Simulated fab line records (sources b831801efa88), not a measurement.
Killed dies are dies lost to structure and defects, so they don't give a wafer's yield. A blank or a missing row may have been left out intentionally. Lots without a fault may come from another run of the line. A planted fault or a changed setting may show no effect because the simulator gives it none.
A single fault, viewed from 2 desks :: flow sky130 :: numbers are kept per desk, each desk with only its own; the story behind them comes last

## AT THE TOOL OWNER'S DESK: pvdSputter-01
The tool's own readings at SKY_METAL4_SPUTTER_04 (material TiN, target thk 70 nm, time 58.3 s): means of the sampled wafers that have a number, for each lot that ran on this tool. The brackets show how far a lot's mean lies from the usual mean; more than 4 standard deviations puts the lot out of limits, marked OUT.
Columns: A = throttleValvePct at SKY_METAL4_SPUTTER_04, usual 29.8 %
lot: L941
first seen here: day 39 11:37
A: 30.2

lot: L950
first seen here: day 43 11:23
A: 29.3

lot: L952
first seen here: day 43 20:07
A: 29.9
Finding of this desk: none of the 3 lots has anything out of limits.

## THE METROLOGY DESK
Lot by lot, what the gauges showed, no matter which tool ran the lot: averages of those sampled wafers that carry a number. The brackets show how far a lot's mean lies from the usual mean; more than 4 standard deviations puts the lot out of limits, marked OUT.
Columns: A = VIA4_BOW at SKY_VIA4_BOW_MEAS_03, usual 79 um
lot: L940
first seen here: day 41 12:10
A: 76

lot: L941
first seen here: day 41 14:10
A: 77

lot: L942
first seen here: day 42 06:40
A: 66

lot: L944
first seen here: day 42 18:11
A: 70

lot: L950
first seen here: day 45 09:55
A: 79

lot: L953
first seen here: day 45 17:13
A: 70

lot: L952
first seen here: day 45 18:07
A: 81

lot: L956
first seen here: day 46 04:27
A: 79

lot: L959
first seen here: day 46 18:19
A: 75

lot: L960
first seen here: day 47 06:35
A: 79

lot: L961
first seen here: day 47 08:03
A: 76

lot: L962
first seen here: day 47 11:35
A: 97
Finding of this desk: none of the 12 lots has anything out of limits.

## ALL TOGETHER
The tool owner's desk saw nothing out of limits.
Metrology desk: nothing out of limits seen.

## WHAT THE SIMULATOR HAD PUT IN
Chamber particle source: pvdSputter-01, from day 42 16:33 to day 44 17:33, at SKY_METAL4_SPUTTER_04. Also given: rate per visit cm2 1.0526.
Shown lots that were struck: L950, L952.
